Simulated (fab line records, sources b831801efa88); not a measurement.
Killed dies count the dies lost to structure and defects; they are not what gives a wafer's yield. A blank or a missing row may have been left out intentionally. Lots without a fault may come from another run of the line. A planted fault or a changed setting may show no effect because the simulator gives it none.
fab line records | flow sfq_line
record lots=6 | wafers=17 | last_day=83
route steps=325 shown L0@5 L0V@16
lots untouched by any fault: they come from a run of this same line in which no faults occurred
start_h: the number of hours between the record's first day and the start of the first shown wafer of the lot | wait_h: hours since the lot's step before | " same as the row above | L1.1+2: a single row standing in for several wafers | - value missing, or start not given | * or withheld: withheld | < > ~ a bound
route shown NAME@n: names a module that has steps shown in the file, with the first one's number in the route | usual: average and standard deviation across the fault-free wafers | same: alike in all rows | chamber/n: place in a boat | sites: per-site readings | _std_site: the values' standard deviation | _edge_site: inner sites' mean taken away from outer sites' mean | radius_mm: for every site, how far away it sits from the centre of the wafer | mask NAME#n: copy n | behind: tool/chamber where the wafer was last shaped | hold: why the lot went on hold/how many hours it stayed there/how the hold came to an end | device: which transistor (n, p or np) failed to switch | end of line: tests of these same wafers at the route's end | step lacking rows: just its recipe | killed: the dies lost at the first sort to structure and to defects; this is not the yield of the wafer | map: per-die view of a wafer (x killed, . not killed, _ where there is no die)
set.NAME: the setting the step ran with; set.NAME@STEP: the setting that earlier step ran with | model.NAME: the simulator's own value behind a step, which no gauge read
lots at selected steps of the route; one table per step, one row per wafer
services: the hour from which a tool's chamber was out of use, counted from the record's first day as start_h (under 0 if before that day), plus the number of hours and why
## steps
# step SFQ_L0_THK_MEAS_902
# recipe thk_meas_gauge=xrf | reads=MoNx_KI_of_TRILAYER_L0_DEP_SPUTTER_003
# usual L0_MONX_KI_THK=39.7/0.48
lot.wafer | tool          | chamber | start_h | wait_h | L0_MONX_KI_THK[nm]
L467.1    | film_metro-04 | -       | 17.68   | 0.1    | 39.8
L467.3    | "             | -       | "       | "      | 39.9
L467.4    | "             | -       | "       | "      | 39.7
L468.2    | film_metro-01 | -       | 22.69   | 0.1    | 39.5
L468.3    | "             | -       | "       | "      | 39.3
L468.6    | "             | -       | "       | "      | 39.6
L473.2    | film_metro-02 | -       | 47.69   | 0.1    | 39.6
L473.3    | "             | -       | "       | "      | 39.9
L473.4    | "             | -       | "       | "      | 39.6
L480.4    | film_metro-02 | -       | 82.71   | 0.1    | 40.0
L480.5    | "             | -       | "       | "      | 40.2
L480.6    | "             | -       | "       | "      | 39.8
L484.1    | film_metro-01 | -       | 102.68  | 0.1    | 40.4
L484.2    | "             | -       | "       | "      | 40.1
L484.3    | "             | -       | "       | "      | 40.4
L488.4    | film_metro-02 | -       | 122.71  | 0.1    | 39.0
L488.5    | "             | -       | "       | "      | 39.2
# step SFQ_TRILAYER_L0_LITHO_COAT_010
# recipe resist=BARC | spin_rpm=3000 | resist_thk_nm=62
# step SFQ_TRILAYER_L0_LITHO_COAT_005
# recipe resist=KrF | spin_rpm=3000 | resist_thk_nm=600
# step SFQ_TRILAYER_L0_LITHO_SOFTBAKE_009
# recipe temp_c=withheld | time_s=withheld | resist=KrF
# step SFQ_TRILAYER_L0_LITHO_EXPOSE_006
# recipe mask_id=L0 | na=0.6 | source_shape=conventional | sigma_outer=0.65 | target_cd_nm=2000 | dose_mj=14.4
# step SFQ_TRILAYER_L0_LITHO_PEB_008
# recipe peb_temp_c=115 | peb_time_s=60 | resist=KrF
# step SFQ_TRILAYER_L0_LITHO_DEVELOP_007
# recipe time_s=60 | resist=KrF
# step SFQ_TRILAYER_L0_BARC_OPEN_METAL_ETCH_010
# recipe mask_material=PR | chemistry=O2 | target_depth_nm=125 | target=BARC | icp_w=600 | bias_w=80 | pressure_mtorr=10 | time_s=41.7
# usual drypump_motor_current_A=5.6/0.51 | oes_product_au=0.685/0.005 | rf_fwd_power_W=593.6/2.1
lot.wafer | tool         | chamber | start_h | wait_h | drypump_motor_current_A | oes_product_au | rf_fwd_power_W | rf_hours_counter_h
L467.1    | rie_metal-01 | 1       | 89.41   | 0.1    | 5.7                     | 0.685          | 595.7          | 1
L467.3    | "            | 0       | "       | "      | 5.3                     | 0.687          | 592.9          | -
L467.4    | "            | 1       | "       | "      | 5.6                     | 0.692          | 594.3          | -
L468.2    | rie_metal-02 | 0       | 94.21   | 0.1    | 6.6                     | 0.681          | 586.9          | 78
L468.3    | "            | 1       | "       | "      | 5.9                     | 0.682          | 591.0          | -
L468.6    | "            | 0       | "       | "      | 6.6                     | 0.691          | 589.8          | -
L473.2    | rie_metal-03 | 0       | 111.53  | 0.1    | 5.9                     | 0.684          | 592.5          | 197
L473.3    | "            | 0       | "       | "      | 5.9                     | 0.686          | 593.8          | -
L473.4    | "            | 1       | "       | "      | 5.0                     | 0.679          | 588.8          | -
L480.4    | rie_metal-01 | 0       | 157.08  | 0.1    | 5.3                     | 0.684          | 589.8          | -
L480.5    | "            | 1       | "       | "      | 5.7                     | 0.686          | 594.3          | -
L480.6    | "            | 0       | "       | "      | 5.3                     | 0.683          | 592.3          | -
L484.1    | rie_metal-03 | 0       | 179.53  | 0.1    | 6.0                     | 0.688          | 593.9          | 3
L484.2    | "            | 1       | "       | "      | 5.0                     | 0.682          | 588.4          | 94
L484.3    | "            | 1       | "       | "      | 5.0                     | 0.682          | 588.7          | -
L488.4    | rie_metal-03 | 0       | 202.35  | 0.1    | 6.0                     | 0.690          | 596.7          | -
L488.5    | "            | 1       | "       | "      | 5.0                     | 0.683          | 593.1          | -
# step SFQ_TRILAYER_L0_ETCH_METAL_ETCH_008
# recipe target=MoNx_KI | stop_on=SiO2 | mask_material=PR | chemistry=SF6/O2 | target_depth_nm=50 | icp_w=600 | bias_w=80 | pressure_mtorr=10 | time_s=25
# usual drypump_motor_current_A=5.6/0.51 | oes_product_au=0.874/0.0072 | rf_fwd_power_W=592.0/2.5
lot.wafer | tool         | chamber | start_h | wait_h | drypump_motor_current_A | oes_product_au | rf_fwd_power_W | rf_hours_counter_h
L467.1    | rie_metal-01 | 1       | 89.47   | 0.0    | 5.7                     | 0.876          | 594.7          | 1
L467.3    | "            | 0       | "       | "      | 5.3                     | 0.877          | 592.3          | -
L467.4    | "            | 1       | "       | "      | 5.7                     | 0.872          | 595.7          | -
L468.2    | rie_metal-02 | 0       | 94.27   | 0.0    | 6.6                     | 0.872          | 589.8          | 78
L468.3    | "            | 1       | "       | "      | 5.9                     | 0.876          | 592.8          | -
L468.6    | "            | 0       | "       | "      | 6.6                     | 0.877          | 588.4          | -
L473.2    | rie_metal-03 | 0       | 111.59  | 0.0    | 6.0                     | 0.870          | 596.5          | 197
L473.3    | "            | 0       | "       | "      | 6.0                     | 0.876          | 595.6          | -
L473.4    | "            | 1       | "       | "      | 5.0                     | 0.874          | 589.6          | -
L480.4    | rie_metal-01 | 0       | 157.13  | 0.0    | 5.3                     | 0.876          | 594.1          | -
L480.5    | "            | 1       | "       | "      | 5.7                     | 0.875          | 591.6          | -
L480.6    | "            | 0       | "       | "      | 5.3                     | 0.876          | 593.0          | -
L484.1    | rie_metal-03 | 0       | 179.59  | 0.0    | 5.9                     | 0.884          | 591.4          | 3
L484.2    | "            | 1       | "       | "      | 5.0                     | 0.881          | 590.8          | 94
L484.3    | "            | 1       | "       | "      | 5.0                     | 0.876          | 591.6          | -
L488.4    | rie_metal-03 | 0       | 202.41  | 0.0    | 6.0                     | 0.863          | 593.2          | -
L488.5    | "            | 1       | "       | "      | 5.0                     | 0.875          | 590.8          | -
# step SFQ_TRILAYER_L0_STRIP_STRIP_009
# recipe gas=O2 | power_w=200 | platen_temp_c=40 | overash_fraction=0.65 | chemistry=O2 | pressure_mtorr=50
# usual drypump_motor_current_A=5.6/0.51 | oes_product_au=1.001/0.0072
lot.wafer | tool         | chamber | start_h | wait_h | drypump_motor_current_A | oes_product_au | rf_hours_counter_h
L467.1    | rie_metal-01 | 1       | 89.51   | 0.0    | 5.6                     | 0.997          | 1
L467.3    | "            | 0       | "       | "      | 5.3                     | 1.009          | -
L467.4    | "            | 1       | "       | "      | 5.7                     | 1.000          | -
L468.2    | rie_metal-02 | 0       | 94.31   | 0.0    | 6.6                     | 1.000          | 78
L468.3    | "            | 1       | "       | "      | 5.9                     | 0.992          | -
L468.6    | "            | 0       | "       | "      | 6.6                     | 0.994          | -
L473.2    | rie_metal-03 | 0       | 111.64  | 0.0    | 5.9                     | 0.993          | 197
L473.3    | "            | 0       | "       | "      | 6.0                     | 0.989          | -
L473.4    | "            | 1       | "       | "      | 5.0                     | 1.010          | -
L480.4    | rie_metal-01 | 0       | 157.36  | 0.2    | 5.3                     | 1.002          | -
L480.5    | "            | 1       | "       | "      | 5.7                     | 1.015          | -
L480.6    | "            | 0       | "       | "      | 5.3                     | 1.009          | -
L484.1    | rie_metal-03 | 0       | 179.64  | 0.0    | 5.9                     | 1.007          | 3
L484.2    | "            | 1       | "       | "      | 5.0                     | 0.998          | 94
L484.3    | "            | 1       | "       | "      | 5.0                     | 1.003          | -
L488.4    | rie_metal-03 | 0       | 202.64  | 0.2    | 5.9                     | 0.998          | -
L488.5    | "            | 1       | "       | "      | 5.0                     | 0.994          | -
# step SFQ_TRILAYER_L0_STRIP_SOLV_CLEAN_010
# recipe chemistry=NMP | temp_c=70 | time_s=600
# step SFQ_TRILAYER_L0_CAP_PECVD_011
# recipe material=SiO2 | temp_c=150 | time_s=13.333 | pressure_torr=2.4 | rf_w=183.3 | precursor=SiH4/N2O | target_thk_nm=60
# usual heater_power_w=81/16 | rf_fwd_power_W=179.9/0.99 | throttle_valve_pct=25.7/1.2
lot.wafer | tool     | chamber | start_h | wait_h | heater_power_w | rf_fwd_power_W | throttle_valve_pct
L467.1    | pecvd-01 | 2       | 90.29   | 0.0    | 56             | 182.2          | 26.5
L467.3    | "        | 1       | "       | "      | 74             | 179.3          | 23.9
L467.4    | "        | 1       | "       | "      | 75             | 178.9          | 23.8
L468.2    | pecvd-01 | 1       | 95.11   | 0.0    | 80             | 178.9          | 23.9
L468.3    | "        | 2       | "       | "      | 66             | 181.1          | 26.8
L468.6    | "        | 0       | "       | "      | 117            | 180.1          | 28.1
L473.2    | pecvd-03 | 2       | 112.41  | 0.0    | 90             | 178.8          | 25.2
L473.3    | "        | 1       | "       | "      | 70             | 180.4          | 24.6
L473.4    | "        | 0       | "       | "      | 99             | 178.8          | 25.8
L480.4    | pecvd-02 | 0       | 157.95  | 0.0    | 82             | 180.8          | 24.9
L480.5    | "        | 2       | "       | "      | 77             | 180.2          | 26.2
L480.6    | "        | 1       | "       | "      | 63             | 180.0          | 27.1
L484.1    | pecvd-02 | 0       | 180.41  | 0.0    | 80             | 179.4          | 25.0
L484.2    | "        | 1       | "       | "      | 59             | 181.0          | 27.2
L484.3    | "        | 2       | "       | "      | 75             | 180.6          | 26.0
L488.4    | pecvd-01 | 2       | 203.26  | 0.0    | 66             | 181.8          | 26.7
L488.5    | "        | 1       | "       | "      | 67             | 179.2          | 23.7
# step SFQ_TRILAYER_L0_VIA_LITHO_COAT_018
# recipe resist=BARC | spin_rpm=3000 | resist_thk_nm=62
# usual spin_speed_rpm=2999.8/2
lot.wafer | tool           | chamber | start_h | wait_h | spin_speed_rpm | model.BARC_of_TRILAYER_L0_VIA_LITHO_COAT_018.thk_nm
L467.1    | litho_track-03 | 0       | 90.31   | 0.0    | 2999.6         | 62.05
L467.3    | "              | 0       | "       | "      | 3002.5         | 61.88
L467.4    | "              | 0       | "       | "      | 3001.0         | 61.99
L468.2    | litho_track-04 | 0       | 95.18   | 0.1    | 3000.1         | 61.98
L468.3    | "              | 0       | "       | "      | 2998.1         | 62.21
L468.6    | "              | 0       | "       | "      | 2999.7         | 62.05
L473.2    | litho_track-03 | 0       | 112.48  | 0.1    | 3001.3         | 62.01
L473.3    | "              | 0       | "       | "      | 2998.4         | 62.02
L473.4    | "              | 0       | "       | "      | 3000.8         | 61.97
L480.4    | litho_track-02 | 0       | 158.41  | 0.4    | 3000.7         | 61.73
L480.5    | "              | 0       | "       | "      | 3001.1         | 61.91
L480.6    | "              | 0       | "       | "      | 2999.2         | 61.9
L484.1    | litho_track-02 | 0       | 180.44  | 0.0    | 2995.7         | 64.32
L484.2    | "              | 0       | "       | "      | 2999.0         | 62.31
L484.3    | "              | 0       | "       | "      | 2995.3         | 62.01
L488.4    | litho_track-02 | 0       | 203.42  | 0.1    | 3003.2         | 64.13
L488.5    | "              | 0       | "       | "      | 2999.5         | 61.73
# step SFQ_TRILAYER_L0_VIA_LITHO_COAT_013
# recipe resist=KrF | spin_rpm=3000 | resist_thk_nm=650
# step SFQ_TRILAYER_L0_VIA_LITHO_SOFTBAKE_017
# recipe temp_c=withheld | time_s=withheld | resist=KrF
# step SFQ_TRILAYER_L0_VIA_LITHO_EXPOSE_014
# recipe mask_id=L0V | na=0.6 | source_shape=conventional | sigma_outer=0.65 | target_cd_nm=700 | dose_mj=21.3
# step SFQ_TRILAYER_L0_VIA_LITHO_PEB_016
# recipe peb_temp_c=115 | peb_time_s=60 | resist=KrF
# step SFQ_TRILAYER_L0_VIA_LITHO_DEVELOP_015
# recipe time_s=60 | resist=KrF
# step SFQ_L0V_OVL_MEAS_903
# usual L0V_OVL=0/4.6
lot.wafer | tool       | chamber | start_h | wait_h | L0V_OVL[nm]
L467.1    | overlay-02 | -       | 166.78  | 0.1    | -4
L467.3    | "          | -       | "       | "      | -3
L467.4    | "          | -       | "       | "      | -9
L468.2    | overlay-01 | -       | 171.59  | 0.1    | -5
L468.3    | "          | -       | "       | "      | 1
L468.6    | "          | -       | "       | "      | -9
L473.2    | overlay-01 | -       | 192.74  | 0.1    | -3
L473.3    | "          | -       | "       | "      | 5
L473.4    | "          | -       | "       | "      | 2
L480.4    | overlay-02 | -       | 240.72  | 0.1    | 1
L480.5    | "          | -       | "       | "      | 3
L480.6    | "          | -       | "       | "      | 9
L484.1    | overlay-02 | -       | 268.31  | 0.1    | -3
L484.2    | "          | -       | "       | "      | -6
L484.3    | "          | -       | "       | "      | -2
L488.4    | overlay-01 | -       | 290.71  | 0.1    | -4
L488.5    | "          | -       | "       | "      | -7
# step SFQ_TRILAYER_L0_VIA_BARC_OPEN_VIA_ETCH_021
# recipe mask_material=PR | chemistry=O2 | target_depth_nm=125 | target=BARC | source_w=500 | bias_w=80 | pressure_mtorr=30 | time_s=41.7
# usual drypump_motor_current_A=5.6/0.44 | oes_product_au=0.685/0.0046 | rf_fwd_power_W=493.9/2.2
lot.wafer | tool        | chamber | start_h | wait_h | drypump_motor_current_A | oes_product_au | rf_fwd_power_W | rf_hours_counter_h | model.etch.depth_nm
L467.1    | rie_diel-01 | 1       | 166.82  | 0.0    | 5.8                     | 0.687          | 496.3          | 3                  | 62.05
L467.3    | "           | 3       | "       | "      | 5.1                     | 0.683          | 495.3          | 83                 | 61.88
L467.4    | "           | 0       | "       | "      | 5.8                     | 0.693          | 492.8          | 5                  | 61.99
L468.2    | rie_diel-01 | 3       | 171.62  | 0.0    | 5.1                     | 0.688          | 492.6          | 83                 | 61.98
L468.3    | "           | 0       | "       | "      | 5.9                     | 0.681          | 491.9          | 5                  | 62.21
L468.6    | "           | 0       | "       | "      | 5.9                     | 0.682          | 492.1          | -                  | 62.05
L473.2    | rie_diel-02 | 3       | 192.77  | 0.0    | 5.3                     | 0.684          | 493.8          | 7                  | 62.01
L473.3    | "           | 0       | "       | "      | 6.3                     | 0.683          | 496.0          | 10                 | 62.02
L473.4    | "           | 2       | "       | "      | 5.6                     | 0.684          | 493.6          | 3                  | 61.97
L480.4    | rie_diel-04 | 1       | 240.74  | 0.0    | 4.8                     | 0.689          | 496.4          | 2                  | 61.73
L480.5    | "           | 1       | "       | "      | 4.8                     | 0.688          | 495.4          | -                  | 61.91
L480.6    | "           | 0       | "       | "      | 6.2                     | 0.701          | 494.2          | -                  | 61.9
L484.1    | rie_diel-01 | 3       | 268.34  | 0.0    | 5.1                     | 0.688          | 497.0          | 85                 | 64.32
L484.2    | "           | 2       | "       | "      | 5.7                     | 0.688          | 491.1          | 30                 | 62.31
L484.3    | "           | 0       | "       | "      | 5.9                     | 0.684          | 492.3          | 7                  | 62.01
L488.4    | rie_diel-01 | 1       | 290.72  | 0.0    | 5.8                     | 0.697          | 495.8          | 6                  | 64.13
L488.5    | "           | 3       | "       | "      | 5.1                     | 0.680          | 491.3          | -                  | 61.73
# step SFQ_TRILAYER_L0_VIA_ETCH_VIA_ETCH_016
# recipe target=SiO2 | stop_on=MoNx_KI | mask_material=PR | chemistry=CHF3 | target_depth_nm=80 | source_w=500 | bias_w=80 | pressure_mtorr=30 | time_s=withheld
# usual drypump_motor_current_A=5.6/0.44 | oes_product_au=0.843/0.0071 | rf_fwd_power_W=494.8/2
lot.wafer | tool        | chamber | start_h | wait_h | drypump_motor_current_A | oes_product_au | rf_fwd_power_W
L467.1    | rie_diel-01 | 1       | 166.86  | 0.0    | 5.8                     | 0.838          | 494.8
L467.3    | "           | 3       | "       | "      | 5.1                     | 0.846          | 495.1
L467.4    | "           | 0       | "       | "      | 5.8                     | 0.849          | 492.0
L468.2    | rie_diel-01 | 3       | 171.66  | 0.0    | 5.1                     | 0.838          | 493.4
L468.3    | "           | 0       | "       | "      | 5.9                     | 0.834          | 491.6
L468.6    | "           | 0       | "       | "      | 5.9                     | 0.843          | 489.7
L473.2    | rie_diel-02 | 3       | 192.81  | 0.0    | 5.3                     | 0.840          | 496.6
L473.3    | "           | 0       | "       | "      | 6.3                     | 0.831          | 495.0
L473.4    | "           | 2       | "       | "      | 5.6                     | 0.850          | 490.2
L480.4    | rie_diel-04 | 1       | 240.78  | 0.0    | 4.8                     | 0.849          | 497.0
L480.5    | "           | 1       | "       | "      | 4.8                     | 0.840          | 497.8
L480.6    | "           | 0       | "       | "      | 6.1                     | 0.855          | 493.1
L484.1    | rie_diel-01 | 3       | 268.38  | 0.0    | 5.1                     | 0.842          | 495.4
L484.2    | "           | 2       | "       | "      | 5.7                     | 0.835          | 493.9
L484.3    | "           | 0       | "       | "      | 5.8                     | 0.827          | 490.8
L488.4    | rie_diel-01 | 1       | 290.76  | 0.0    | 5.8                     | 0.848          | 495.7
L488.5    | "           | 3       | "       | "      | 5.2                     | 0.842          | 493.2
## services
tool         | chamber | start_h | hours | kind
rie_metal-01 | 1       | 66.90   | -     | clean
rie_metal-01 | 1       | 66.90   | -     | consumable_replace:focus_ring
rie_metal-01 | 1       | 66.90   | 17.1  | scheduled_down
rie_metal-01 | 1       | 66.90   | 17.1  | vent_cycle
rie_metal-02 | -       | 73.26   | 2.8   | pm
rie_diel-01  | 2       | 111.75  | 12.3  | repair
rie_metal-03 | 0       | 147.71  | -     | clean
rie_metal-03 | 0       | 147.71  | 14.8  | scheduled_down
rie_metal-03 | 0       | 147.71  | 14.8  | vent_cycle
pecvd-01     | 0       | 149.08  | 3.8   | repair
pecvd-03     | 2       | 172.83  | 6.0   | repair
pecvd-02     | 1       | 181.03  | 5.4   | repair
pecvd-02     | -       | 194.25  | 14.0  | pm
rie_metal-02 | -       | 198.75  | 21.4  | repair
rie_metal-02 | -       | 199.00  | 1.1   | repair
rie_metal-01 | -       | 201.08  | 2.8   | pm
rie_diel-02  | -       | 202.08  | 3.0   | repair
rie_diel-02  | 0       | 202.66  | 5.5   | repair
rie_diel-04  | 2       | 206.22  | 7.1   | repair
pecvd-01     | 0       | 224.12  | 6.2   | repair
pecvd-02     | -       | 235.74  | 2.8   | pm
rie_metal-03 | -       | 239.28  | 28.1  | pm
pecvd-01     | -       | 254.23  | 0.9   | repair
pecvd-03     | -       | 282.57  | 2.0   | repair
## key
first_sign none at tools or gauges
model_effect step=SFQ_TRILAYER_L0_VIA_LITHO_COAT_018 | value=BARC_of_TRILAYER_L0_VIA_LITHO_COAT_018.thk_nm | without=61.79 | struck=64.23
model_effect step=SFQ_TRILAYER_L0_VIA_BARC_OPEN_VIA_ETCH_021 | value=etch.depth_nm | without=61.79 | struck=64.23
met_at SFQ_TRILAYER_L0_VIA_LITHO_COAT_018
struck_wafers L484.1,L488.4
onset_between 158.41 180.44
fault kind=process_parameter_drift | tool=litho_track-02 | chamber=- | onset_h=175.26 | steps=SFQ_TRILAYER_L0_VIA_LITHO_COAT_018 | channel=resist_thk_nm | offset=2.4406 | shape=step | end_h=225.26 | scope=struck_wafers_only | acts_in=these_recipes_only | stated=62
